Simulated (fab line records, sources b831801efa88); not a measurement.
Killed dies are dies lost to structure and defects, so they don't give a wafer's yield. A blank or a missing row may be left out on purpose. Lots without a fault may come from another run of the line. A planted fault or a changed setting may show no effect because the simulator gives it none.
Problem report in the 8D (eight disciplines) form, filled by code | flow sky130 | the parts of the form that need people (team, actions taken, sign-off) are left out

1. THE PROBLEM
plate_temp_C at SKY_CONTACT_SOFTBAKE_10 reads a mean of 95.84 C on 6 wafers of 2 lots; wafers without a fault read 99.99 C with a standard deviation of 0.13. That is -32 standard deviations from the usual mean.
The step: time 90 s.
First seen on wafer L257.1, day 34 17:00, on litho_track-01. The record holds 18 wafers of 6 lots with a number at this step. Rule for "out", or "out of limits": more than 4 standard deviations from the usual mean. The other wafers with a number count as sound.

2. WHAT IT IS AND WHAT IT IS NOT
question                    | is                                 | is not
which readings at this step | plate_temp_C, heater_power_total_W | -
which lots                  | L257, L259                         | L248, L251, L263, L269
which wafers of those lots  | all that have a number             | -
read on which tools         | litho_track-01                     | litho_track-02, litho_track-03
when                        | from day 34 17:00                  | up to then (6 sound wafers); but 6 sound wafers of L263, L269 came after

3. SUSPECTS, AND WHAT RULES EACH OUT
Counting: a tool at a process step up to the reading stays a suspect if it ran every lot that is out and no sound lot after the first of them.
- litho_track-01 at SKY_CONTACT_SOFTBAKE_10 (time 90 s): kept. It ran every lot that is out, first L257 (day 34 17:00), and no sound lot after that; its last sound lot up to then is L248 (day 31 13:00). Its own readings are out on those wafers: heater_power_total_W, plate_temp_C.
Left after counting: litho_track-01 at SKY_CONTACT_SOFTBAKE_10.

4. THE CAUSE (what the simulator had put in)
Process parameter drift: litho_track-01, from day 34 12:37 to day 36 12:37, at SKY_CONTACT_SOFTBAKE_10. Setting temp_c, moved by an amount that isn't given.
Counting left only this tool.

5. THE CHAIN OF EFFECTS, in route order
Each row: a reading whose mean over the struck wafers that have a number lies more than 3 standard deviations from the usual. Only readings for which the record gives a usual standard deviation are gone through. hours: the time from each lot's start at the first step in this table that gives one to its start at this step, as a median over the lots. sigmas: the change in usual standard deviations.
hours | step                    | reading              | usual   | on struck wafers | change | sigmas
0     | SKY_CONTACT_SOFTBAKE_10 | heater_power_total_W | 57.35 W | 53.96            | -3.39  | -31
0     | SKY_CONTACT_SOFTBAKE_10 | plate_temp_C         | 99.99 C | 95.84            | -4.15  | -32
The process steps in it:
- SKY_CONTACT_SOFTBAKE_10: time 90 s.
Later measuring or inspecting steps at which every struck wafer that the step has a row for has a number for every such reading, and none has moved that far: SKY_CONTACT_CD_MEAS_14, SKY_CONTACT_OVL_MEAS_15.

6. WHAT WOULD HAVE CAUGHT IT SOONER
In this record the first reading out of limits was taken at day 34 17:00, 4 hours after the fault began at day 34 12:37.
